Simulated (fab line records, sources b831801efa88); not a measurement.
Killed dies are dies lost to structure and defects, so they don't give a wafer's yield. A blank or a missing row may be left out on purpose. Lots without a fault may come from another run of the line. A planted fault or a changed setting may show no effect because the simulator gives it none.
Tool commonality check | flow sky130 | 11 lots, 33 wafers sampled

WHY IT WAS OPENED
At SKY_NWELL_TW_MEAS_15 the reading NWELL_TW is flagged on 2 of 11 lots. Wafers without a fault read 1827, standard deviation 7.
Rule: a lot is flagged when every wafer of it that has a number lies more than 4 standard deviations from that mean, or none has a number. The other lots count as sound.

lot  | measured     | on            | NWELL_TW, wafer by wafer | flag
L175 | day 4 22:04  | film_metro-01 | 1817 1830 1813           |
L176 | day 5 02:07  | film_metro-01 | 1812 1819 1819           |
L177 | day 5 04:23  | film_metro-02 | 1823 1830 1824           |
L180 | day 6 02:22  | film_metro-02 | 1845 1832 1837           |
L181 | day 6 06:10  | film_metro-02 | 1837 1830 1829           |
L184 | day 6 23:01  | film_metro-02 | 1999 1995 1993           | FLAGGED
L188 | day 8 02:35  | film_metro-01 | 1997 2001 1995           | FLAGGED
L192 | day 8 20:04  | film_metro-03 | 1825 1838 1838           |
L194 | day 9 11:41  | film_metro-03 | 1834 1844 1838           |
L195 | day 9 13:41  | film_metro-02 | 1824 1834 1827           |
L197 | day 10 04:21 | film_metro-03 | 1814 1819 1818           |
The numbers of the flagged lots are 1997 on average: +170 against the usual, or +24 standard deviations.

WHICH TOOL RAN EACH LOT
The record holds 2 process steps before the reading, out of a route of 708 steps. In each cell: the tool, then ch and the chambers that the sampled wafers went through, then the start.
lot  | flag    | SKY_FIELD_ISO_STRIP_16              | SKY_NWELL_IMPLANT_11
L175 |         | plasma_asher-04 ch 0,1, day 2 09:47 | implanter-03 ch 0, day 4 21:31
L176 |         | plasma_asher-04 ch 0,1, day 2 15:35 | implanter-04 ch 0, day 5 01:34
L177 |         | plasma_asher-02 ch 0,1, day 2 19:52 | implanter-04 ch 0, day 5 03:50
L180 |         | plasma_asher-04 ch 0, day 3 14:07   | implanter-03 ch 0, day 6 01:49
L181 |         | plasma_asher-02 ch 0,1, day 3 17:25 | implanter-04 ch 0, day 6 05:37
L184 | FLAGGED | plasma_asher-03 ch 0,1, day 4 09:20 | implanter-03 ch 0, day 6 22:28
L188 | FLAGGED | plasma_asher-04 ch 0,1, day 5 05:28 | implanter-03 ch 0, day 8 02:04
L192 |         | plasma_asher-03 ch 0,1, day 6 01:38 | implanter-02 ch 0, day 8 19:31
L194 |         | plasma_asher-03 ch 0,1, day 6 13:50 | implanter-02 ch 0, day 9 11:08
L195 |         | plasma_asher-04 ch 0,1, day 6 17:31 | implanter-02 ch 0, day 9 13:08
L197 |         | plasma_asher-04 ch 0, day 7 06:31   | implanter-04 ch 0, day 10 03:49
What these steps do:
- SKY_FIELD_ISO_STRIP_16: strips in O2/N2.
- SKY_NWELL_IMPLANT_11
- SKY_NWELL_TW_MEAS_15

FLAGGED OVER TOTAL, TOOL BY TOOL (the gauges that took the reading come last)
step                   | tool            | lots run | flagged | share of the flagged lots | sound lots run after its first flagged lot
SKY_FIELD_ISO_STRIP_16 | plasma_asher-02 | 2        | 0       | none                      | -
SKY_FIELD_ISO_STRIP_16 | plasma_asher-03 | 3        | 1       | some                      | 2 (L192,L194)
SKY_FIELD_ISO_STRIP_16 | plasma_asher-04 | 6        | 1       | some                      | 2 (L195,L197)
SKY_NWELL_IMPLANT_11   | implanter-02    | 3        | 0       | none                      | -
SKY_NWELL_IMPLANT_11   | implanter-03    | 4        | 2       | all                       | 0
SKY_NWELL_IMPLANT_11   | implanter-04    | 4        | 0       | none                      | -
SKY_NWELL_TW_MEAS_15   | film_metro-01   | 3        | 1       | some                      | 0
SKY_NWELL_TW_MEAS_15   | film_metro-02   | 5        | 1       | some                      | 1 (L195)
SKY_NWELL_TW_MEAS_15   | film_metro-03   | 3        | 0       | none                      | -

WHAT THE TABLE ALLOWS
1 row of the table ran every flagged lot: implanter-03 at SKY_NWELL_IMPLANT_11.
- implanter-03 at SKY_NWELL_IMPLANT_11: 2 of its 4 lots flagged. Its last sound lot is L180 (day 6 01:49), its first flagged lot L184 (day 6 22:28): a fault that began between those two fits. Its own readings lie more than 4 standard deviations out on every wafer of the flagged lots: dose_ions_cm2, faraday_current_uA.
One tool is left: implanter-03 at SKY_NWELL_IMPLANT_11.

WHAT THE SIMULATOR HAD PUT IN
Process parameter drift: implanter-03, from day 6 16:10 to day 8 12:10, at SKY_NWELL_IMPLANT_11. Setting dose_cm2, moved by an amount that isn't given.
Lots struck among those shown: L184, L188. The rule above found the same.
